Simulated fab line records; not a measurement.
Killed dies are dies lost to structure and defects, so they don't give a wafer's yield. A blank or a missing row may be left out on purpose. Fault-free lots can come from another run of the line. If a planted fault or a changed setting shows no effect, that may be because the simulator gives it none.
Lot-split experiment -- flow gf180mcu -- 23 wafers read from 5 lots, route of 602 steps

ON THE SPLIT
At GF_V4_CVD_00 (deposits SiO2, target thk 600 nm, time 100 s), the setting sih4-flow-sccm was moved away from the recipe's 60 sccm on 4 of the 23 wafers read, by -6.7% to +14.1%. This setting was run at the recipe's value on the other wafers.

No step appears in the file between the split and the reading.

THE READING
At GF_V4_THK_MEAS_01: V4_CVD_00_THK, given in nm. On this fab line, fault-free wafers typically give 600 nm with a standard deviation of 6.3 nm.

wafer,"tool, chamber at the split","sih4-flow-sccm as run, sccm",against the recipe,"V4_CVD_00_THK, nm",against lot-mates on the recipe
L076.3,"hdpcvd-02, 2",60,recipe,605,-
L076.4,"hdpcvd-02, 0",60,recipe,598,-
L076.5,"hdpcvd-02, 2",60,recipe,602,-
L078.1,"hdpcvd-02, 1",55.96,-6.7%,551,-39
L078.2,"hdpcvd-02, 0",60,recipe,589,-
L078.4,"hdpcvd-02, 0",60,recipe,590,-
L078.5,"hdpcvd-02, 1",60,recipe,591,-
L078.6,"hdpcvd-02, 2",55.96,-6.7%,563,-27
L079.1,"hdpcvd-01, 1",60,recipe,593,-
L079.2,"hdpcvd-01, 2",60,recipe,594,-
L079.3,"hdpcvd-01, 0",60,recipe,592,-
L079.5,"hdpcvd-01, 0",60,recipe,596,-
L079.6,"hdpcvd-01, 2",60,recipe,595,-
L082.1,"hdpcvd-02, 0",60,recipe,615,-
L082.2,"hdpcvd-02, 2",60,recipe,614,-
L082.3,"hdpcvd-02, 1",60,recipe,605,-
L082.5,"hdpcvd-02, 2",60,recipe,613,-
L082.6,"hdpcvd-02, 0",60,recipe,602,-
L083.1,"hdpcvd-01, 0",60,recipe,600,-
L083.2,"hdpcvd-01, 1",60,recipe,601,-
L083.3,"hdpcvd-01, 2",68.44,+14.1%,686,+84
L083.4,"hdpcvd-01, 2",60,recipe,606,-
L083.5,"hdpcvd-01, 0",68.44,+14.1%,688,+86

FIT RESULTS
A straight line over all 23 wafers: V4_CVD_00_THK changes by +6.23 nm for each +1% of sih4-flow-sccm; r = +0.97; the points scatter about the line by 7.7 nm.
The same after taking each lot's own level away (the mean of its wafers on the recipe; 23 wafers): +5.79 nm for each +1%; r = +0.99; scatter 4.1 nm.
That fit puts the effect of the largest move of sih4-flow-sccm on the reading at 81 nm.
The lots' own levels span 590.0 to 609.8 nm, that is 3.1 times the standard deviation above.
So the lot-to-lot level changes the slope little: the two slopes agree.
Check: with one of the wafers moved furthest among these (+14.1%) left out of the fit, the line predicts +81.1 nm for it against its lot-mates. Against them it came out at +83.7 nm.

OTHER SPLITS APPLIED TO THESE WAFERS
Note: prior to the reading, these wafers also went through further splits. Each is held against what the fit with the lots' levels taken away leaves over:
other split on the same wafers,wafers away from the commonest value,r with V4_CVD_00_THK (lot level and that fit taken away)
GF_V3_CVD_02 time-s,4,-0.06
GF_V3_PEB_12 peb-temp-c,8,-0.07
GF_V3_ETCH_16 ion-energy-ev,7,+0.04
GF_M4_SPUTTER_02 power-w,9,+0.05
GF_M4_DEVELOP_13 dev-temp-c,10,+0.10

THE WHOLE CHAIN: every reading that the file lists as answering this split, in the file's order
step,what it does,reading,change (the file's fit),r (the file's)
GF_V4_CVD_00,"deposits SiO2, target thk 600 nm, time 100 s","SiO2_of_V4_CVD_00.thk-nm (the simulator's own value, which no gauge read)",+5.79 nm for each +1% of the setting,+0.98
GF_V4_THK_MEAS_01,,V4_CVD_00_THK,+5.8 for each +1% of the setting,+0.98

THE FILE'S OWN FIT
V4_CVD_00_THK changes by +5.8 nm for each +1% of sih4-flow-sccm, r = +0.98.
